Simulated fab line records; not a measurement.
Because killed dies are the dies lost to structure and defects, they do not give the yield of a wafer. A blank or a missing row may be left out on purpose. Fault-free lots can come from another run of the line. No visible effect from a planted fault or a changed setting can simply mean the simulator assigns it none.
Which tool is to blame? | flow gf180mcu | 24 lots with 72 wafers sampled at 5 steps, on a route of 602 steps

## WHAT THE GAUGES SHOWED, per wafer
GF_STI_CD_MEAS_12: the cd target is 220 nm. Usual: cd-nm reads 219.7 nm (standard deviation 1.1).
lot  | measured    | on        | cd-nm (nm)        | flag
L074 | day 2 02:56 | cd-sem-02 | 219.2 219.0 219.4 |
L075 | day 2 09:22 | cd-sem-02 | 217.2 217.1 217.0 |
L076 | day 2 14:25 | cd-sem-02 | 219.1 219.7 220.5 |
L077 | day 2 19:02 | cd-sem-02 | 219.9 220.3 219.9 |
L078 | day 3 00:53 | cd-sem-01 | 218.9 220.5 219.0 |
L079 | day 3 06:14 | cd-sem-01 | 220.8 221.2 220.9 |
L080 | day 3 09:52 | cd-sem-01 | 222.3 222.6 221.0 |
L081 | day 3 15:47 | cd-sem-02 | 221.7 220.4 220.8 |
L082 | day 3 22:37 | cd-sem-02 | 220.0 219.3 218.2 |
L083 | day 4 01:42 | cd-sem-01 | 218.7 216.9 217.9 |
L084 | day 4 07:16 | cd-sem-01 | 218.7 219.2 219.3 |
L085 | day 4 13:04 | cd-sem-02 | 221.5 219.8 220.0 |
L086 | day 4 17:47 | cd-sem-01 | 220.4 219.3 220.5 |
L087 | day 4 22:44 | cd-sem-02 | 220.0 219.6 221.0 |
L088 | day 5 04:46 | cd-sem-01 | 219.3 220.6 220.8 |
L089 | day 5 09:13 | cd-sem-01 | 220.9 219.9 219.6 |
L090 | day 5 14:08 | cd-sem-02 | 221.1 219.7 220.0 |
L091 | day 5 19:43 | cd-sem-01 | 221.4 219.3 218.7 |
L092 | day 6 00:26 | cd-sem-01 | 218.3 218.7 219.6 |
L093 | day 6 06:08 | cd-sem-01 | 220.1 219.4 218.6 |
L094 | day 6 11:26 | cd-sem-01 | 219.0 218.7 219.2 |
L095 | day 6 16:14 | cd-sem-01 | 218.5 219.2 218.1 |
L096 | day 6 21:53 | cd-sem-01 | 220.0 219.8 218.8 |
L097 | day 7 02:40 | cd-sem-01 | 221.1 220.9 220.2 |

GF_STI_THK_MEAS_22. Usual: STI_OXIDATION_01_THK 15.2 nm, standard deviation 0.34.
lot  | measured    | on            | STI_OXIDATION_01_THK (nm) | flag
L074 | day 2 04:47 | film-metro-02 | 15.5 15.5 15.3            |
L075 | day 2 11:25 | film-metro-01 | 15.1 15.1 15.1            |
L076 | day 2 16:35 | film-metro-01 | 15.5 15.5 15.3            |
L077 | day 2 20:55 | film-metro-03 | 15.0 15.2 15.2            |
L078 | day 3 03:58 | film-metro-01 | 15.8 15.4 15.4            |
L079 | day 3 08:05 | film-metro-03 | 15.3 15.1 15.2            |
L080 | day 3 11:45 | film-metro-01 | 15.4 15.7 15.5            |
L081 | day 3 17:38 | film-metro-01 | 15.5 15.7 15.4            |
L082 | day 4 00:28 | film-metro-03 | 14.6 14.8 14.9            |
L083 | day 4 03:33 | film-metro-01 | 15.3 15.2 15.2            |
L084 | day 4 09:11 | film-metro-02 | 15.5 15.5 15.3            |
L085 | day 4 15:49 | film-metro-01 | 15.6 15.4 15.5            |
L086 | day 4 20:59 | film-metro-02 | 14.5 14.8 14.7            |
L087 | day 5 00:39 | film-metro-03 | 15.1 15.2 14.9            |
L088 | day 5 06:38 | film-metro-03 | 14.9 14.9 15.0            |
L089 | day 5 11:04 | film-metro-01 | 15.5 15.4 15.4            |
L090 | day 5 16:43 | film-metro-01 | 15.5 15.7 15.4            |
L091 | day 5 21:34 | film-metro-02 | 14.6 14.6 14.3            |
L092 | day 6 02:17 | film-metro-02 | 15.5 15.4 15.4            |
L093 | day 6 08:00 | film-metro-01 | 15.3 15.4 15.4            |
L094 | day 6 13:17 | film-metro-03 | 15.4 15.6 15.4            |
L095 | day 6 18:06 | film-metro-03 | 14.8 14.9 14.8            |
L096 | day 6 23:42 | film-metro-02 | 14.7 14.6 14.7            |
L097 | day 7 05:35 | film-metro-01 | 15.0 15.0 15.1            |

GF_DNWELL_TW_MEAS_09. Usual: DNWELL_TW 1333, standard deviation 11.
lot  | measured    | on            | DNWELL_TW      | flag
L074 | day 2 21:58 | film-metro-04 | 1305 1317 1313 |
L075 | day 3 06:43 | film-metro-01 | 1342 1334 1339 |
L076 | day 3 09:32 | film-metro-01 | 1335 1334 1337 |
L077 | day 3 15:01 | film-metro-03 | 1333 1341 1346 |
L078 | day 3 22:29 | film-metro-01 | 1335 1350 1340 |
L079 | day 4 02:13 | film-metro-01 | 1342 1342 1344 |
L080 | day 4 07:10 | film-metro-03 | 1342 1340 1345 |
L081 | day 4 12:19 | film-metro-01 | 1351 1355 1351 |
L082 | day 4 19:07 | film-metro-03 | 1330 1335 1330 |
L083 | day 4 22:37 | film-metro-04 | 1320 1323 1323 |
L084 | day 5 03:55 | film-metro-01 | 1345 1342 1338 |
L085 | day 5 11:02 | film-metro-03 | 1337 1333 1342 |
L086 | day 5 16:19 | film-metro-01 | 1349 1345 1362 |
L087 | day 5 20:56 | film-metro-03 | 1335 1333 1326 |
L088 | day 6 03:07 | film-metro-04 | 1331 1331 1329 |
L089 | day 6 07:04 | film-metro-04 | 1328 1323 1327 |
L090 | day 6 13:17 | film-metro-04 | 1335 1325 1328 |
L091 | day 6 18:25 | film-metro-04 | 1317 1324 1314 |
L092 | day 6 23:35 | film-metro-04 | 1323 1321 1328 |
L093 | day 7 04:49 | film-metro-04 | 1316 1318 1322 |
L094 | day 7 10:14 | film-metro-01 | 1341 1346 1353 |
L095 | day 7 15:10 | film-metro-03 | 1335 1331 1331 |
L096 | day 7 21:05 | film-metro-04 | 1323 1321 1316 |
L097 | day 8 02:26 | film-metro-03 | 1339 1334 1335 |

GF_NWELL_OVL_MEAS_07. Usual: NWELL_OVL -0.5 nm, standard deviation 1.5.
lot  | measured    | on         | NWELL_OVL (nm) | flag
L074 | day 3 13:16 | overlay-01 | -0.1 -1.0 0.9  |
L075 | day 3 21:40 | overlay-02 | -0.3 1.4 -0.3  |
L076 | day 4 00:28 | overlay-02 | -3.9 -2.1 0.1  |
L077 | day 4 07:08 | overlay-01 | 1.1 0.6 -0.7   |
L078 | day 4 14:52 | overlay-01 | 1.2 1.2 -1.1   |
L079 | day 4 18:19 | overlay-01 | -0.4 -1.9 -0.5 |
L080 | day 4 23:22 | overlay-02 | -2.9 -3.7 -3.8 |
L081 | day 5 04:01 | overlay-02 | -0.1 -0.9 -0.4 |
L082 | day 5 11:28 | overlay-01 | -0.3 -0.4 -0.4 |
L083 | day 5 15:38 | overlay-02 | 0.0 1.3 0.0    |
L084 | day 5 21:22 | overlay-02 | 0.9 0.5 0.0    |
L085 | day 6 04:53 | overlay-01 | -1.9 -0.1 0.3  |
L086 | day 6 10:02 | overlay-02 | -3.6 1.8 -2.2  |
L087 | day 6 15:32 | overlay-01 | 2.9 1.4 2.4    |
L088 | day 6 21:43 | overlay-02 | -2.2 -2.1 -2.9 |
L089 | day 7 00:46 | overlay-01 | -2.0 0.9 -0.6  |
L090 | day 7 07:58 | overlay-01 | -0.4 0.8 0.8   |
L091 | day 7 12:31 | overlay-02 | 0.9 -1.0 -2.9  |
L092 | day 7 17:44 | overlay-02 | 1.2 1.3 -0.4   |
L093 | day 7 22:16 | overlay-01 | -1.9 -0.9 -0.2 |
L094 | day 8 03:58 | overlay-02 | 0.3 -1.1 0.9   |
L095 | day 8 08:17 | overlay-02 | 0.2 -1.7 -0.1  |
L096 | day 8 14:47 | overlay-01 | 1.2 2.3 -0.7   |
L097 | day 8 19:25 | overlay-01 | -0.8 -0.8 0.4  |

GF_VT_IMPLANT_RS_MEAS_48: measures by four-point-probe. Usual: LVPWELL_RS 1195 ohm/sq, standard deviation 3.6.
lot  | measured     | on            | LVPWELL_RS (ohm/sq) | flag
L074 | day 8 14:52  | film-metro-04 | 1198 1200 1197      |
L075 | day 9 00:20  | film-metro-04 | 1197 1197 1199      |
L076 | day 9 04:15  | film-metro-04 | 1201 1202 1200      |
L077 | day 9 12:43  | film-metro-03 | 1193 1191 1191      |
L078 | day 9 19:38  | film-metro-03 | 1189 1189 1189      |
L079 | day 10 00:55 | film-metro-03 | 1195 1197 1198      |
L080 | day 10 06:26 | film-metro-03 | 1194 1192 1193      |
L081 | day 10 10:38 | film-metro-03 | 1196 1193 1197      |
L082 | day 10 20:09 | film-metro-03 | 1190 1188 1187      |
L083 | day 10 23:01 | film-metro-03 | 1199 1197 1196      |
L084 | day 11 07:22 | film-metro-03 | 1200 1200 1198      |
L085 | day 11 13:17 | film-metro-02 | 1197 1197 1193      |
L086 | day 11 20:08 | film-metro-04 | 1195 1197 1195      |
L087 | day 12 01:52 | film-metro-03 | 1191 1192 1191      |
L088 | day 12 08:36 | film-metro-02 | 1194 1194 1197      |
L089 | day 12 11:54 | film-metro-03 | 1195 1194 1193      |
L090 | day 12 20:25 | film-metro-02 | 1198 1194 1192      |
L091 | day 13 02:21 | film-metro-02 | 1197 1199 1198      |
L092 | day 13 08:28 | film-metro-03 | 1195 1194 1191      |
L093 | day 13 13:13 | film-metro-04 | 1197 1197 1198      |
L094 | day 13 20:11 | film-metro-04 | 1198 1201 1200      |
L095 | day 14 00:28 | film-metro-02 | 1193 1200 1192      |
L096 | day 14 09:37 | film-metro-03 | 1194 1193 1194      |
L097 | day 14 11:54 | film-metro-02 | 1198 1195 1199      |

## WHICH TOOL RAN EACH LOT (tool, then ch and the chambers of the sampled wafers, then the start)
The record holds no process step before these readings.

## WHAT THE TOOLS THEMSELVES READ (means of the sampled wafers that have a number; where no wafer has one, the mark that the record gives instead)
The record holds no such reading with a usual standard deviation.

## THE ANSWER, worked out from the rows above alone
Rule: a lot counts as off when the mean over its wafers that have a number is more than 3 standard deviations away from the usual mean. Also off: a lot with no number at a reading for which 4 or more lots have one. Any other lot the step has rows for is counted as sound. The gauges are gone through in route order, then the tools' own readings, and for those a lot's mean is taken as printed above. At the first step where some lot is off, the reading lying furthest off is the one used; lots without a number count as furthest.
Across all readings shown, no lot is off: no conclusion can be drawn from this.

## WHAT THE SIMULATOR HAD INSERTED
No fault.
